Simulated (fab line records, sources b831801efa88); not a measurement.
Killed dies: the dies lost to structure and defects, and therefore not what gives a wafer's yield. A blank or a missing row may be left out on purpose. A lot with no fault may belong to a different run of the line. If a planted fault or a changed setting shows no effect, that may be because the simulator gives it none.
Which tool did it? ; flow sky130 ; 27 wafers from 9 lots sampled at 6 of the route's 708 steps

== WHAT THE GAUGES SHOWED, per wafer ==
SKY_METAL4_CD_MEAS_13: the cd target is 300 nm.
lot;measured;on;cd-nm (nm)
L432;day 41 07:50;cd-sem-02;299.4 299.1 300.1
L431;day 41 11:59;cd-sem-01;300.9 301.6 301.8
L438;day 43 16:17;cd-sem-01;297.8 299.0 298.8
L440;day 44 07:16;cd-sem-02;300.3 300.4 300.3
L442;day 44 18:31;cd-sem-01;299.7 299.7 300.6
L444;day 45 08:04;cd-sem-02;298.1 298.5 299.2
L450;day 47 07:31;cd-sem-02;297.6 299.3 297.0
L452;day 47 12:47;cd-sem-01;299.2 299.8 299.6
L453;day 47 13:55;cd-sem-02;297.9 299.7 298.9

SKY_VIA4_OVL_MEAS_11.
lot;measured;on;VIA4_OVL (nm)
L432;day 42 08:19;overlay-01;0.0 -1.0 -0.5
L431;day 42 13:07;overlay-01;0.7 2.7 0.8
L438;day 44 16:16;overlay-02;-1.4 -2.7 -0.9
L440;day 45 06:28;overlay-01;-0.5 -1.3 -1.5
L442;day 45 17:31;overlay-01;2.0 0.3 0.4
L444;day 46 06:11;overlay-01;-0.4 -3.8 -1.6
L450;day 48 04:22;overlay-01;0.0 0.9 1.0
L452;day 48 09:04;overlay-01;0.7 -0.6 1.3
L453;day 48 10:37;overlay-02;-3.5 -2.9 -2.4

SKY_VIA4_THK_MEAS_20: measures by xrf.
lot;measured;on;VIA4_W_THK (nm)
L432;day 42 09:23;film-metro-04;495 495 498
L431;day 42 14:11;film-metro-04;480 487 486
L438;day 44 17:20;film-metro-04;494 498 492
L440;day 45 07:38;film-metro-04;500 494 492
L442;day 45 18:37;film-metro-03;494 503 498
L444;day 46 07:16;film-metro-04;489 488 492
L450;day 48 05:24;film-metro-01;496 496 499
L452;day 48 10:07;film-metro-01;496 506 499
L453;day 48 11:39;film-metro-01;492 487 497

SKY_METAL5_RS_MEAS_05: measures by four-point-probe.
lot;measured;on;METAL5_ALCU_RS (ohm/sq)
L432;day 42 09:56;film-metro-03;0.0264 0.0266 0.0272
L431;day 42 14:43;film-metro-02;0.0273 0.0278 0.0271
L438;day 44 17:52;film-metro-04;0.0268 0.0268 0.0269
L440;day 45 08:20;film-metro-02;0.0269 0.0277 0.0272
L442;day 45 19:10;film-metro-02;0.0272 0.0268 0.0270
L444;day 46 07:50;film-metro-02;0.0272 0.0270 0.0268
L450;day 48 05:55;film-metro-03;0.0272 0.0278 0.0276 0.0272 0.0278 0.0276
L452;day 48 10:54;film-metro-04;0.0273 0.0272 0.0270 0.0273 0.0272 0.0270
L453;day 48 12:10;film-metro-04;0.0268 0.0268 0.0268

SKY_METAL5_THK_MEAS_06: measures by xrf.
lot;measured;on;METAL5_ALCU_THK (nm)
L432;day 42 10:02;film-metro-03;1184 1174 1153
L431;day 42 14:50;film-metro-02;1159 1134 1165
L438;day 44 17:59;film-metro-04;1158 1156 1160
L440;day 45 08:27;film-metro-02;1168 1130 1156
L442;day 45 19:16;film-metro-02;1152 1175 1167
L444;day 46 07:55;film-metro-02;1161 1171 1181
L450;day 48 08:20;film-metro-03;1355 1319 1332 1355 1326 1341
L452;day 48 14:41;film-metro-04;1337 1348 1353 1343 1345 1346
L453;day 48 12:17;film-metro-04;1150 1168 1158

== WHICH TOOL RAN EACH LOT (tool, then ch and the chambers of the sampled wafers, then the start) ==
lot;SKY_METAL5_SPUTTER_04
L432;pvd-sputter-03, day 42 09:52
L431;pvd-sputter-02, day 42 14:39
L438;pvd-sputter-04, day 44 17:48
L440;pvd-sputter-03, day 45 08:17
L442;pvd-sputter-02, day 45 19:05
L444;pvd-sputter-02, day 46 07:43
L450;pvd-sputter-02, day 48 05:53
L452;pvd-sputter-02, day 48 10:50
L453;pvd-sputter-04, day 48 12:07
- SKY_METAL5_SPUTTER_04: material TiN, target thk 70 nm, time 58.3 s.

== WHAT THE TOOLS THEMSELVES READ (means of the sampled wafers that have a number; where no wafer has one, the mark that the record gives instead) ==
SKY_METAL5_SPUTTER_04.
lot;tool;cathode-dc-power-W (W);chamber-pressure-pa (Pa);throttle-valve-pct (%)
L432;pvd-sputter-03;6499.4;0.4011;29.2
L431;pvd-sputter-02;6500.1;0.3996;30.0
L438;pvd-sputter-04;6500.8;0.4001;28.9
L440;pvd-sputter-03;6500.1;0.4005;29.1
L442;pvd-sputter-02;6499.8;0.3999;30.0
L444;pvd-sputter-02;6500.4;0.4007;31.7
L450;pvd-sputter-02;-;-;-
L452;pvd-sputter-02;-;-;-
L453;pvd-sputter-04;6500.2;0.3998;28.9

== THE ANSWER, worked out from the rows above alone ==
Rule: what is usual is taken from the lots themselves. The widest of any qualifying gaps counts: lots, ordered by their means at a reading, are off when they make up no more than a third of the lots, leave a main group of 4 or more, and stand apart from it by 3 or more times the standard deviation of that group's means. The tables above print the reading to a certain number of digits; a main group whose means all agree to those digits is not used. Also off: a lot with no number at a reading for which 4 or more lots have one. Any other lot the step has rows for is counted as sound. After the gauges, taken in route order, come the tools' own readings; for these a lot's mean is taken, as printed above. The first step at which some lot is off is used, and at that step the reading that is off furthest; a lot without a number counts as furthest.
Off: at SKY_METAL5_THK_MEAS_06 (METAL5_ALCU_THK), L450, L452. The main group: mean 1161 nm, standard deviation 7.3.
If a tool, at a process step before that reading, ran all the lots that are off and no sound lot after the first of them, it fits. Not tried: the gauges at SKY_METAL5_THK_MEAS_06; whatever is off there is also off at SKY_METAL5_SPUTTER_04, on other tools, and gauge error can't account for it. One fits: SKY_METAL5_SPUTTER_04 on pvd-sputter-02. Its last sound lot is L444 (day 46 07:43), its first lot that is off L450 (day 48 05:53): a fault that began between those two fits.
Blank at SKY_METAL5_SPUTTER_04 on the lots that are off, where sound lots have numbers: cathode-dc-power-W, chamber-pressure-pa, throttle-valve-pct.

== WHAT WAS PUT IN BY THE SIMULATOR ==
Skipped step whole: pvd-sputter-02, from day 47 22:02 on, at SKY_METAL5_SPUTTER_04. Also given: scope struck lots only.
Lots struck among those shown: L450, L452. This agrees with what the rule above found.
